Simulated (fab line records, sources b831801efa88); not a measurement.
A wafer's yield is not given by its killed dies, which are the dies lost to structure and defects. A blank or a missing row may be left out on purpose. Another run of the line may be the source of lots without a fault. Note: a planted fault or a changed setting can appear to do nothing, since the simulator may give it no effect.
A struck lot beside a sound one + flow sfq_line + 14 steps out of a route of 325
Sound: wafers L435.3, L435.4, L435.5. Wafers L451.1, L451.4, L451.6 were the ones struck. The cause comes at the end.
Per side, at each step with rows, come the tool, then ch with its chambers, and then its first start. Under that, the readings that differ: sound wafers + struck wafers + difference of the means + sigmas: that difference in standard deviations of wafers without a fault.
alike: readings whose means differ by less than 2 such deviations, and words and numbers that are the same on both sides. not compared: withheld readings, readings that some wafer has no value for, bounds like >300 that may hide the same value, and numbers for which the record gives no deviation and whose values overlap.
Wherever a step has rows on one side only, a row that says differs or no value, or a row with sigmas, the two part there. Non-overlapping numbers with no deviation appear without sigmas and do not part them. Lack of a reading on every wafer of one side parts them only where that side has two or more wafers.

SFQ_M7_OVL_MEAS_945:
  struck on overlay-02, day 83 06:12; sound on overlay-01, day 73 05:14
  alike: M7_OVL
SFQ_TRILAYER_M7_BARC_OPEN_METAL_ETCH_229: etches BARC in O2, target depth 125 nm, time 41.7 s.
  sound on rie_metal-03 ch 0,1, day 73 05:17; struck on rie_metal-03 ch 0,1, day 83 06:14
  alike: drypump_motor_current_A, oes_product_au
  not compared: rf_hours_counter_h
SFQ_TRILAYER_M7_ETCH_METAL_ETCH_180: etches Nb in Cl2/Ar, stops on SiO2, target depth 240 nm, time 120 s.
  sound on rie_metal-03 ch 0,1, day 73 05:22; struck on rie_metal-03 ch 0,1, day 83 06:17
  alike: drypump_motor_current_A, oes_product_au
  not compared: rf_hours_counter_h
SFQ_TRILAYER_M7_STRIP_STRIP_181: strips in O2.
  sound on rie_metal-03 ch 0,1, day 73 05:38; struck on rie_metal-03 ch 0,1, day 83 06:25
  alike: drypump_motor_current_A, oes_product_au
  not compared: rf_hours_counter_h
then, 1 step without rows for these wafers: SFQ_TRILAYER_M7_STRIP_SOLV_CLEAN_182 (cleans in NMP, time 600 s).
SFQ_TRILAYER_I7_DEP_PECVD_183: deposits SiO2 from SiH4/N2O, time 111.11 s, target thk 500 nm.
  sound on pecvd-03 ch 0,1,2, day 73 06:13; struck on pecvd-03 ch 0,1, day 83 07:11
  alike: heater_power_w, throttle_valve_pct
SFQ_TRILAYER_I7_CMP_CMP_184: polishes SiO2.
  sound on cmp-01 ch 1,2,3, day 73 07:24; struck on cmp-02 ch 1,2, day 83 07:16
  alike: motor_current_A, retaining_ring_pressure_frac, slurry_filter_dp_kPa, time_to_endpoint_s
SFQ_I7_BOW_MEAS_946:
  struck on film_metro-04, day 83 10:16; sound on film_metro-01, day 73 09:56
| reading     | sound    | struck    | difference | sigmas |
|-------------|----------|-----------|------------|--------|
| I7_BOW (um) | 17 17 15 | -18 -9 -7 | -28        | -3     |
then, 4 steps without rows for these wafers: SFQ_TRILAYER_I7_METRO_MEASURE_185; SFQ_TRILAYER_I7_VIA_LITHO_COAT_192 (resist thk 62 nm); SFQ_TRILAYER_I7_VIA_LITHO_COAT_187 (resist thk 650 nm); SFQ_TRILAYER_I7_VIA_LITHO_SOFTBAKE_191.
SFQ_TRILAYER_I7_VIA_LITHO_EXPOSE_188: exposes mask I7, target cd 1000 nm.
  struck on krf_scanner-02, day 83 14:39; sound on krf_scanner-01 ch 0, day 78 02:02
  no value came back on the struck wafers for exposure_dose_mJ_cm2, focus_offset_nm (nm); on the sound wafers exposure_dose_mJ_cm2 reads 21.281 21.301 21.293
  alike: mask
then, 1 step without rows for these wafers: SFQ_TRILAYER_I7_VIA_LITHO_PEB_190 (peb time 60 s).

== WHERE THEY PART ==
Earliest at SFQ_I7_BOW_MEAS_946; latest, in this record, at SFQ_TRILAYER_I7_VIA_LITHO_EXPOSE_188.

WHY: whatever the simulator had introduced
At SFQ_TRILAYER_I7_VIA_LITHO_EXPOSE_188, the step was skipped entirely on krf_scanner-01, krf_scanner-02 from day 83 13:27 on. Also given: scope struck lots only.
